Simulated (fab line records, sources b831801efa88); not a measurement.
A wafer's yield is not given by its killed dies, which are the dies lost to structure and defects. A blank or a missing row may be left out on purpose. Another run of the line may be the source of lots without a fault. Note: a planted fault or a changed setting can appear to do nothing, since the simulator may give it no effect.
A lot that was struck, set against a sound lot -- flow sky130 -- 44 steps out of a route of 708
Sound: wafers L475.2, L475.3, L475.4. Struck: wafers L482.2, L482.6 (left out: L482.1, a lot-mate that was not struck); the cause follows at the end.
Each step with rows lists, per side, the tool, then ch with its chambers, then its first start. Under that, the readings that differ: sound wafers -- struck wafers -- difference of the means -- sigmas: that difference in standard deviations of wafers without a fault.
alike: a reading whose means differ by less than 2 such deviations, as well as words and numbers matching on both sides. not compared: withheld readings; readings where some wafer has no value; bounds like >300 that might hide an equal value; numbers whose values overlap and for which the record gives no deviation.
Wherever a step has rows on one side only, a row that says differs or no value, or a row with sigmas, the two part there. Numbers that don't overlap but have no deviation are shown without sigmas and don't part them. A reading missing from all wafers of one side parts the sides only when that side holds two or more wafers.

first, 1 step without rows for these wafers: SKY_VIA3_ETCH_15 (etches SiO2 in C4F8/O2/Ar, stops on TiN, target depth 507 nm, time 78 s).
SKY_VIA3_STRIP_16: strips in O2/N2.
  sound on plasma asher-01 ch 0,1, day 40 05:48; struck on plasma asher-04 ch 0,1, day 43 03:14
  alike: drypump motor current A, oes product au, strip time to endpoint s
  not compared: rf hours counter h
then, 3 steps without rows for these wafers: SKY_VIA3_STRIP_17 (strips in post etch residue remover, time 1200 s); SKY_VIA3_CLEAN_18 (cleans in IPA, time 180 s); SKY_VIA3_CLEAN_19 (cleans in O3/DIW).
SKY_VIA3_SPUTTER_20: material TiN, target thk 20 nm, time 80 s.
  sound on pvd sputter-01, day 40 06:25; struck on pvd sputter-01, day 43 03:52
  alike: cathode dc power W, throttle valve pct
then, 1 step without rows for these wafers: SKY_VIA3_CVD_21 (deposits W, target thk 390 nm, time 117.31 s).
SKY_VIA3_RS_MEAS_22: a four-point-probe measurement.
  sound on film metro-01, day 40 06:37; struck on film metro-04, day 43 04:02
  alike: VIA3_W_RS
SKY_VIA3_THK_MEAS_23: measures by xrf.
  sound on film metro-01, day 40 06:43; struck on film metro-04, day 43 04:10
  alike: VIA3_W_THK
then, 3 steps without rows for these wafers: SKY_VIA3_CMP_24 (polishes, stops on SiO2, t overpolish 20 s, target thk 0 nm); SKY_METAL4_SPUTTER_00 (material Ti, target thk 15 nm, time 10 s); SKY_METAL4_SPUTTER_01 (material TiN, target thk 20 nm, time 16.7 s).
SKY_METAL4_SPUTTER_02: material AlCu, target thk 735 nm, time 39.1 s.
  sound on pvd sputter-03, day 40 07:25; struck on pvd sputter-03, day 43 04:34
reading,sound,struck,difference,sigmas
model.AlCu_of_METAL4_SPUTTER_02.thk nm (nm),743.5 747.6 738,811.5 829.8,+77.6,
  alike: cathode dc power W, throttle valve pct
SKY_METAL4_SPUTTER_03: material Ti, target thk 5 nm, time 3.3 s.
  sound on pvd sputter-03, day 40 07:26; struck on pvd sputter-03, day 43 04:37
  alike: cathode dc power W, throttle valve pct
then, 2 steps without rows for these wafers: SKY_METAL4_SPUTTER_04 (material TiN, target thk 70 nm, time 58.3 s); SKY_CAP2M_CVD_00 (deposits SiO2, target thk 15.5 nm).
SKY_CAP2M_THK_MEAS_01:
  sound on film metro-02, day 40 07:32; struck on film metro-02, day 43 04:42
  alike: CAP2M_CVD_00_THK
SKY_CAP2M_SPUTTER_02: material TiN, target thk 200 nm, time 166.7 s.
  sound on pvd sputter-01, day 40 07:35; struck on pvd sputter-01, day 43 04:46
  alike: cathode dc power W, throttle valve pct
SKY_CAP2M_RS_MEAS_03: a four-point-probe measurement.
  sound on film metro-01, day 40 07:43; struck on film metro-03, day 43 04:52
reading,sound,struck,difference,sigmas
CAP2M_TIN_RS (ohm/sq),7.08 7.14 7.10,6.84 6.86,-0.26,-2
SKY_CAP2M_THK_MEAS_04: measures by xrf.
  sound on film metro-01, day 40 07:50; struck on film metro-03, day 43 04:59
  alike: CAP2M_TIN_THK
then, 7 steps without rows for these wafers: SKY_CAP2M_DEHYDRATE_05 (time 60 s); SKY_CAP2M_HMDS_06 (prime time 60 s); SKY_CAP2M_COAT_07 (resist thk 1140 nm); SKY_CAP2M_SOFTBAKE_08 (time 60 s); SKY_CAP2M_EXPOSE_09 (exposes mask CAP2M, target cd 1000 nm); SKY_CAP2M_PEB_10; SKY_CAP2M_DEVELOP_11 (develop time 60 s).
SKY_CAP2M_OVL_MEAS_12:
  sound on overlay-02, day 41 07:09; struck on overlay-02, day 44 03:07
  alike: CAP2M_OVL
then, 1 step without rows for these wafers: SKY_CAP2M_METAL_ETCH_13 (etches TiN in Cl2/BCl3, stops on SiO2, target depth 220 nm, time 62.9 s).
SKY_CAP2M_STRIP_14: strips in O2/N2.
  sound on plasma asher-03 ch 0,1, day 41 07:16; struck on plasma asher-01 ch 0,1, day 44 03:13
  alike: drypump motor current A, oes product au, strip time to endpoint s
  not compared: rf hours counter h
then, 11 steps without rows for these wafers: SKY_CAP2M_STRIP_15 (strips in post etch residue remover, time 1200 s); SKY_CAP2M_CLEAN_16 (cleans in IPA, time 180 s); SKY_CAP2M_CLEAN_17 (cleans in O3/DIW); SKY_METAL4_DEHYDRATE_05 (time 60 s); SKY_METAL4_HMDS_06 (prime time 60 s); SKY_METAL4_COAT_07 (resist thk 60 nm); SKY_METAL4_COAT_08 (resist thk 1140 nm); SKY_METAL4_SOFTBAKE_09 (time 90 s); SKY_METAL4_EXPOSE_10 (exposes mask MM4, target cd 300 nm); SKY_METAL4_PEB_11; SKY_METAL4_DEVELOP_12 (develop time 60 s).
SKY_METAL4_CD_MEAS_13 targets a cd of 300 nm.
  sound on cd sem-02, day 42 07:29; struck on cd sem-02, day 45 01:29
  alike: cd nm
SKY_METAL4_METAL_ETCH_18: etches the open film in Cl2/BCl3, stops on SiO2, target depth 845 nm, time 183.1 s.
  sound on rie metal-04 ch 0,1, day 42 07:46; struck on rie metal-03 ch 0,1, day 45 01:48
reading,sound,struck,difference,sigmas
oes product au (a.u.),0.872 0.884 0.873,0.913 0.912,+0.036,+6
  alike: drypump motor current A, throttle valve pct
  not compared: rf hours counter h
-- the record jumps here: 4 days lie between the struck wafers' starts before and after (it left off in module METAL4 and takes up again in module PAD_OPEN, whose first step shown is number 708 of the route) --
SKY_PAD_OPEN_PROBE_99:
  sound on prober-02, day 46 06:57; struck on prober-01, day 48 16:50
reading,sound,struck,difference,sigmas
model.etest.met4.line ohm um,0.1403 0.1363 0.142,0.1259 0.1237,-0.0147,
model.etest.met4.rs ohm sq,0.0425 0.04189 0.04254,0.03912 0.03802,-0.00374,
  alike: defect limited yield, killed_at_M0_to_M3, killed_at_M4_up, killed at contacts, killed at front end, killed at other, killed dies, killed open, killed short, sort_bin_3_pad_short, sort_bin_5_function, sort_bin_6_memory, sort n pass, sort yield pct

WHERE THEY PART
At SKY_CAP2M_RS_MEAS_03 first; at SKY_METAL4_METAL_ETCH_18 last (within this record only). Later steps at which nothing parts them and some readings are alike: SKY_PAD_OPEN_PROBE_99.

WHY: the cause the simulator had injected
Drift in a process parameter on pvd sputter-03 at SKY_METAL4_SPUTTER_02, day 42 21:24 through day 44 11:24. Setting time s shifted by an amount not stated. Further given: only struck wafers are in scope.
